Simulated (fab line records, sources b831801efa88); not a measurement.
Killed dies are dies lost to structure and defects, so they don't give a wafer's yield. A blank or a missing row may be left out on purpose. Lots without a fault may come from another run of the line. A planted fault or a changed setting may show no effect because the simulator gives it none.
Chamber matching | flow sky130 | SKY_VIA2_CMP_24 on cmp-02: 4 sister chambers
The step polishes, stops on SiO2, t overpolish 20 s, target thk 0 nm. 16 wafers are shown with their chamber, then 8 later ones without.

WAFERS WITH THEIR CHAMBER
wafer  | chamber | motor_current_A (A) | time_to_endpoint_s (s) | platen_rpm (rpm)
L953.1 | 0       | 9.2                 | 93                     | 59.99
L953.4 | 2       | 11.9                | 92                     | 60.03
L953.6 | 3       | 9.7                 | 97                     | 59.92
L954.2 | 2       | 11.9                | 91                     | 60.02
L954.4 | 0       | 9.8                 | 96                     | 60.08
L954.5 | 1       | 10.3                | 99                     | 59.95
L956.2 | 0       | 9.7                 | 97                     | 60.00
L956.3 | 3       | 10.4                | 100                    | 60.08
L956.5 | 3       | 9.8                 | 98                     | 59.98
L955.2 | 0       | 9.7                 | 96                     | 60.01
L955.3 | 3       | 10.2                | 100                    | 60.02
L955.6 | 2       | 11.8                | 92                     | 60.09
L958.1 | 0       | 9.7                 | 92                     | 60.00
L958.2 | 3       | 9.9                 | 99                     | 60.00
L958.6 | 0       | 9.6                 | 93                     | 59.99
L961.1 | 3       | 10.0                | 97                     | 59.97

SIGNATURES (means of the wafers above)
reading            | chamber 0 | chamber 1 | chamber 2 | chamber 3 | scatter within a chamber
motor_current_A    | 9.617     | 10.300    | 11.867    | 10.000    | 0.219
time_to_endpoint_s | 94.50     | 99.00     | 91.67     | 98.50     | 1.62
platen_rpm         | 60.0117   | 59.9500   | 60.0467   | 59.9950   | 0.0439
Rule: a wafer's distance from a chamber is the root of the sum, over the readings, of the square of ((its reading less the chamber's mean) divided by the reading's scatter). The wafer belongs to the nearest chamber; if the next one is less than 2 further off, it can't be placed. The scatter: the root of (the sum of the squares of (reading less its chamber's mean) over the shown wafers, divided by (wafers less chambers)).

WAFERS WITHOUT THEIR CHAMBER
wafer  | motor_current_A (A) | time_to_endpoint_s (s) | platen_rpm (rpm)
L961.3 | 10.3                | 100                    | 60.02
L961.6 | 11.4                | 92                     | 60.02
L968.1 | 10.6                | 104                    | 59.99
L968.3 | 11.9                | 97                     | 60.00
L968.5 | 12.2                | 98                     | 59.91
L973.2 | 10.2                | 106                    | 60.01
L973.3 | 11.2                | 95                     | 60.06
L973.6 | 10.0                | 103                    | 59.98

WHICH CHAMBER EACH WENT THROUGH
wafer  | from the rows above     | in truth
L961.3 | can't be placed: 1 or 3 | 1
L961.6 | 2                       | 2
L968.1 | can't be placed: 1 or 3 | 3
L968.3 | 2                       | 2
L968.5 | 2                       | 2
L973.2 | can't be placed: 1 or 3 | 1
L973.3 | can't be placed: 2 or 1 | 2
L973.6 | can't be placed: 3 or 1 | 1
Placed correctly: 3 of 8. Can't be placed from these rows: 5 (the true chamber is among the candidates in 5). Placed wrongly: 0.
